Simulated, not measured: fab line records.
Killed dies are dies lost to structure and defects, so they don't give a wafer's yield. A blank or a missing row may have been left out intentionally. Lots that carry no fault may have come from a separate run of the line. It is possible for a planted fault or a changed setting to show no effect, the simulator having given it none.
Which tool is to blame? :: flow sky130 :: 11 lots, 33 wafers sampled, at 4 steps of a route of 708

WHAT EACH GAUGE READ, for each wafer
SKY_METAL5_RS_MEAS_05: uses a four-point probe to measure. Usual: METAL5_ALCU_RS 0.02699 ohm/sq, standard deviation 0.00027.
lot: L459
measured: day 43 12:01
on: filmMetro-04
METAL5_ALCU_RS (ohm/sq): 0.02673 0.02685 0.02678
flag: 

lot: L462
measured: day 44 03:38
on: filmMetro-04
METAL5_ALCU_RS (ohm/sq): 0.02639 0.02655 0.02658
flag: 

lot: L463
measured: day 44 09:22
on: filmMetro-01
METAL5_ALCU_RS (ohm/sq): 0.02716 0.02717 0.02724
flag: 

lot: L464
measured: day 44 14:04
on: filmMetro-02
METAL5_ALCU_RS (ohm/sq): 0.02739 0.02729 0.02734
flag: 

lot: L465
measured: day 44 22:06
on: filmMetro-02
METAL5_ALCU_RS (ohm/sq): 0.02698 0.02698 0.02731
flag: 

lot: L470
measured: day 46 05:47
on: filmMetro-01
METAL5_ALCU_RS (ohm/sq): 0.02718 0.0274 0.02691
flag: 

lot: L469
measured: day 46 06:23
on: filmMetro-02
METAL5_ALCU_RS (ohm/sq): 0.02683 0.02686 0.02694
flag: 

lot: L472
measured: day 46 16:53
on: filmMetro-04
METAL5_ALCU_RS (ohm/sq): 0.02686 0.0271 0.02693
flag: 

lot: L475
measured: day 47 10:57
on: filmMetro-04
METAL5_ALCU_RS (ohm/sq): 0.02726 0.02722 0.02736
flag: 

lot: L480
measured: day 48 09:24
on: filmMetro-01
METAL5_ALCU_RS (ohm/sq): 0.02683 0.02718 0.02699
flag: 

lot: L481
measured: day 48 15:20
on: filmMetro-02
METAL5_ALCU_RS (ohm/sq): 0.02667 0.02662 0.02719
flag: 

SKY_METAL5_THK_MEAS_06: measures by xrf. Usual: METAL5_ALCU_THK 1166 nm, standard deviation 13.
lot: L459
measured: day 43 12:07
on: filmMetro-04
METAL5_ALCU_THK (nm): 1175 1159 1170
flag: 

lot: L462
measured: day 44 03:46
on: filmMetro-04
METAL5_ALCU_THK (nm): 1185 1181 1181
flag: 

lot: L463
measured: day 44 09:29
on: filmMetro-01
METAL5_ALCU_THK (nm): 1159 1154 1159
flag: 

lot: L464
measured: day 44 14:10
on: filmMetro-02
METAL5_ALCU_THK (nm): 1154 1153 1148
flag: 

lot: L465
measured: day 44 22:13
on: filmMetro-02
METAL5_ALCU_THK (nm): 1162 1166 1149
flag: 

lot: L470
measured: day 46 05:54
on: filmMetro-01
METAL5_ALCU_THK (nm): 1149 1155 1168
flag: 

lot: L469
measured: day 46 06:30
on: filmMetro-02
METAL5_ALCU_THK (nm): 1167 1164 1160
flag: 

lot: L472
measured: day 46 16:59
on: filmMetro-04
METAL5_ALCU_THK (nm): 1218 1151 1163 1218 1154 1163
flag: 

lot: L475
measured: day 47 11:04
on: filmMetro-04
METAL5_ALCU_THK (nm): 1168 1162 1154
flag: 

lot: L480
measured: day 48 09:31
on: filmMetro-01
METAL5_ALCU_THK (nm): 1183 1165 1173
flag: 

lot: L481
measured: day 48 15:27
on: filmMetro-02
METAL5_ALCU_THK (nm): 1184 1184 1155
flag: 

EACH LOT AND THE TOOL THAT RAN IT (in order: tool; ch and the chambers of the sampled wafers; start)
lot: L459
SKY_METAL5_SPUTTER_01: pvdSputter-03, day 43 11:50
SKY_METAL5_SPUTTER_04: pvdSputter-03, day 43 11:56

lot: L462
SKY_METAL5_SPUTTER_01: pvdSputter-04, day 44 03:30
SKY_METAL5_SPUTTER_04: pvdSputter-04, day 44 03:36

lot: L463
SKY_METAL5_SPUTTER_01: pvdSputter-04, day 44 09:04
SKY_METAL5_SPUTTER_04: pvdSputter-04, day 44 09:15

lot: L464
SKY_METAL5_SPUTTER_01: pvdSputter-03, day 44 13:52
SKY_METAL5_SPUTTER_04: pvdSputter-03, day 44 13:58

lot: L465
SKY_METAL5_SPUTTER_01: pvdSputter-04, day 44 21:56
SKY_METAL5_SPUTTER_04: pvdSputter-04, day 44 22:02

lot: L470
SKY_METAL5_SPUTTER_01: pvdSputter-04, day 46 05:38
SKY_METAL5_SPUTTER_04: pvdSputter-04, day 46 05:43

lot: L469
SKY_METAL5_SPUTTER_01: pvdSputter-04, day 46 06:14
SKY_METAL5_SPUTTER_04: pvdSputter-04, day 46 06:19

lot: L472
SKY_METAL5_SPUTTER_01: pvdSputter-04, day 46 16:41
SKY_METAL5_SPUTTER_04: pvdSputter-04, day 46 16:47

lot: L475
SKY_METAL5_SPUTTER_01: pvdSputter-02, day 47 10:47
SKY_METAL5_SPUTTER_04: pvdSputter-02, day 47 10:53

lot: L480
SKY_METAL5_SPUTTER_01: pvdSputter-02, day 48 09:10
SKY_METAL5_SPUTTER_04: pvdSputter-02, day 48 09:16

lot: L481
SKY_METAL5_SPUTTER_01: pvdSputter-02, day 48 15:11
SKY_METAL5_SPUTTER_04: pvdSputter-02, day 48 15:16
- SKY_METAL5_SPUTTER_01: material TiN, target thk 20 nm, time 16.7 s.
- SKY_METAL5_SPUTTER_04: material TiN, target thk 70 nm, time 58.3 s.

WHAT THE TOOLS THEMSELVES READ (means of the sampled wafers that have a number; where no wafer has one, the mark that the record gives instead)
SKY_METAL5_SPUTTER_01. Usual: throttleValvePct reads 30.3 % (standard deviation 0.75).
lot: L459
tool: pvdSputter-03
throttleValvePct (%): 30.9
flag: 

lot: L462
tool: pvdSputter-04
throttleValvePct (%): 29.9
flag: 

lot: L463
tool: pvdSputter-04
throttleValvePct (%): 30.4
flag: 

lot: L464
tool: pvdSputter-03
throttleValvePct (%): 31.0
flag: 

lot: L465
tool: pvdSputter-04
throttleValvePct (%): 29.5
flag: 

lot: L470
tool: pvdSputter-04
throttleValvePct (%): 29.8
flag: 

lot: L469
tool: pvdSputter-04
throttleValvePct (%): 29.9
flag: 

lot: L472
tool: pvdSputter-04
throttleValvePct (%): 29.7
flag: 

lot: L475
tool: pvdSputter-02
throttleValvePct (%): 30.6
flag: 

lot: L480
tool: pvdSputter-02
throttleValvePct (%): 30.8
flag: 

lot: L481
tool: pvdSputter-02
throttleValvePct (%): 30.5
flag: 

SKY_METAL5_SPUTTER_04. Usual: throttleValvePct reads 30.3 % (standard deviation 0.73).
lot: L459
tool: pvdSputter-03
throttleValvePct (%): 30.9
flag: 

lot: L462
tool: pvdSputter-04
throttleValvePct (%): 29.7
flag: 

lot: L463
tool: pvdSputter-04
throttleValvePct (%): 30.5
flag: 

lot: L464
tool: pvdSputter-03
throttleValvePct (%): 31.0
flag: 

lot: L465
tool: pvdSputter-04
throttleValvePct (%): 29.7
flag: 

lot: L470
tool: pvdSputter-04
throttleValvePct (%): 29.9
flag: 

lot: L469
tool: pvdSputter-04
throttleValvePct (%): 29.9
flag: 

lot: L472
tool: pvdSputter-04
throttleValvePct (%): 29.8
flag: 

lot: L475
tool: pvdSputter-02
throttleValvePct (%): 30.4
flag: 

lot: L480
tool: pvdSputter-02
throttleValvePct (%): 30.6
flag: 

lot: L481
tool: pvdSputter-02
throttleValvePct (%): 30.6
flag: 

THE ANSWER, worked out from the rows above alone
Rule: a lot counts as off when the mean over its wafers that have a number is more than 3 standard deviations away from the usual mean. A lot without any number at a reading at which 4 lots or more have one is off too. All remaining lots with rows at the step are treated as sound. The gauges are gone through in route order, then the tools' own readings, and for those a lot's mean is taken as printed above. The first step at which some lot is off is used, and at that step the reading that is off furthest; a lot without a number counts as furthest.
Across all readings shown, no lot is off: no conclusion can be drawn from this.

WHAT HAD BEEN PUT IN BY THE SIMULATOR
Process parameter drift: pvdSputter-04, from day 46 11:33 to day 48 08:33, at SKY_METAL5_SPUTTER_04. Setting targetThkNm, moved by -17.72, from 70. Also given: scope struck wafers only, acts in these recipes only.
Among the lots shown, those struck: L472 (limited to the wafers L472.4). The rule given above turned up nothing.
